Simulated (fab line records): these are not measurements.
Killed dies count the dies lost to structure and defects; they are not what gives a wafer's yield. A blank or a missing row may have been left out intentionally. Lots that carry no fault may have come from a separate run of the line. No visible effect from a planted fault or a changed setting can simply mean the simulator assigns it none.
2 desks looking at one fault ; flow gf180mcu ; each desk holds nothing but its own numbers, with what lay behind them at the end

## THE TOOL OWNER'S DESK: pvd sputter-04
The tool's own readings at GF_MIM_SPUTTER_07 (material TiN, target thk 60 nm, time 50 s): means of the sampled wafers that have a number, for each lot that ran on this tool. Any lot whose mean is over 4 standard deviations away from the usual mean is out of limits and marked OUT; that distance is given in the brackets.
Columns: A = throttle valve pct at GF_MIM_SPUTTER_07, usual 30.1 %
lot;first seen here;A
L981;day 26 12:22;29.6
L982;day 26 20:52;29.2
L988;day 29 13:52;30.9
L991;day 30 01:30;30.2
L992;day 30 14:44;30.5
L994;day 30 23:22;30.3
L998;day 31 14:44;30.7
This desk found nothing out of limits on any of the 7 lots.

## METROLOGY DESK
Lot by lot, what the gauges showed, no matter which tool ran the lot: averages of those sampled wafers that carry a number. Any lot whose mean is over 4 standard deviations away from the usual mean is out of limits and marked OUT; that distance is given in the brackets.
Columns: A = V4_CVD_00_THK at GF_V4_THK_MEAS_01, usual 596 nm; B = V4_W_THK at GF_V4_THK_MEAS_25, usual 349 nm; C = MIM_ALCU_RS at GF_MIM_RS_MEAS_10, usual 0.1606 ohm/sq
lot;first seen here;A;B;C
L981;day 25 12:25;594;349;0.1590
L982;day 25 22:08;597;349;0.1608
L988;day 28 16:29;597;349;0.1594
L990;day 28 21:35;590;343;0.1608
L991;day 29 03:06;598;348;0.1582
L993;day 29 15:47;586;347;0.1613
L992;day 29 17:27;603;354;0.1615
L995;day 29 23:04;601;348;0.1627
L994;day 30 02:45;594;363;0.1582
L997;day 30 16:10;597;356;0.1618
L998;day 30 19:22;594;359;0.1562
This desk found nothing out of limits on any of the 11 lots.

## BROUGHT TOGETHER
The tool owner's desk saw nothing out of limits.
The metrology desk saw nothing out of limits.

## WHAT THE SIMULATOR PUT IN
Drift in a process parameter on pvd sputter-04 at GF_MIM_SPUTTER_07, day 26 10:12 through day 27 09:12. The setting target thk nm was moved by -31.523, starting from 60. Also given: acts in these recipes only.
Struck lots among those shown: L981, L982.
